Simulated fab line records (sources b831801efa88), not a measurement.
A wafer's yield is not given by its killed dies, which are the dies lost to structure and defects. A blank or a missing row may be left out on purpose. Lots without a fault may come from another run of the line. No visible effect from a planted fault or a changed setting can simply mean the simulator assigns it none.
Code-filled problem report in 8D (eight disciplines) form | flow gf180mcu | the parts of the form that need people (team, actions taken, sign-off) are left out

== 1. WHAT WENT WRONG ==
oes-product-au at GF_M5_ETCH_09 reads a mean of 0.744 a.u. on 1 wafer of 1 lot; wafers without a fault read 0.998 a.u. with a standard deviation of 0.0095. That is -27 standard deviations from the usual mean.
The step: etches Si3N4 in CF4/O2, target depth 52 nm, time 11.6 s.
First observed at day 31 11:40: wafer L710.5, on rie-diel-04. At this step, 39 wafers from 13 lots have a number in the record. The rule behind "out" and "out of limits": a value lying over 4 standard deviations away from the usual mean. The other wafers with a number count as sound.

== 2. WHAT THIS IS AND IS NOT ==
question                    | is                                 | is not
which readings at this step | oes-product-au, throttle-valve-pct | drypump-motor-current-A
which lots                  | L710                               | L695, L697, L698, L700, L701, L705, L712, L714, L715, L716, L717, L718
which wafers of those lots  | L710.5                             | L710.2, L710.6
read on which tools         | rie-diel-04                        | rie-diel-02, rie-diel-03
when                        | from day 31 11:40                  | up to then (20 sound wafers); but 18 sound wafers of L712, L714, L715, L716, L717, L718 came after

== 3. THE SUSPECTS, EACH WITH WHAT RULES IT OUT ==
Counting: any tool at a process step up to the reading remains a suspect provided it ran every lot that is out. Sound lots after the first of them don't rule it out here, since some wafers of a struck lot are sound.
- pvd-sputter-04 at GF_M4_SPUTTER_03 (material Ti, target thk 10 nm, time 6.7 s): kept. The lot that is out, L710, ran on it at day 28 03:16; the last sound lot it ran before that was L700, at day 25 01:04.
- rie-diel-04 at GF_M5_ETCH_09 (etches Si3N4 in CF4/O2, target depth 52 nm, time 11.6 s): kept. The lot that is out, L710, ran on it at day 31 11:40; the last sound lot it ran before that was L700, at day 28 14:55. Its own oes-product-au, throttle-valve-pct readings are out on those wafers.
- Within rie-diel-04 at GF_M5_ETCH_09: the wafers that are out ran in chamber 1; their sound lot-mates ran in chamber 3.
Left after counting: pvd-sputter-04 at GF_M4_SPUTTER_03, rie-diel-04 at GF_M5_ETCH_09.

== 4. THE CAUSE (what the simulator had put in) ==
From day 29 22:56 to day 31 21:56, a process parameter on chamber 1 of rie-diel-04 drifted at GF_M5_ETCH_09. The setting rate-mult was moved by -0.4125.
Counting leaves 2 suspects; this tool is one of them.

== 5. THE EFFECT CHAIN, in route order ==
Each row: a reading whose mean over the struck wafers that have a number lies more than 3 standard deviations from the usual. Only readings for which the record gives a usual standard deviation are gone through. hours: the time from each lot's start at the first step in this table that gives one to its start at this step, as a median over the lots. sigmas: the change in usual standard deviations.
hours | step          | reading            | usual      | on struck wafers | change | sigmas
0     | GF_M5_ETCH_09 | oes-product-au     | 0.998 a.u. | 0.744            | -0.254 | -27
0     | GF_M5_ETCH_09 | throttle-valve-pct | 5.969 %    | 5.882            | -0.087 | -9.4
The process steps in it:
- GF_M5_ETCH_09: etches Si3N4 in CF4/O2, target depth 52 nm, time 11.6 s.
Later steps that measure or inspect, where all struck wafers having a row at the step show a number for every such reading and not one has moved that far: GF_V5_OVL_MEAS_15.

== 6. WHAT WOULD HAVE CAUGHT IT SOONER ==
The fault began at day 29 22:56; the first out-of-limits reading in this record came at day 31 11:40, 37 hours later.
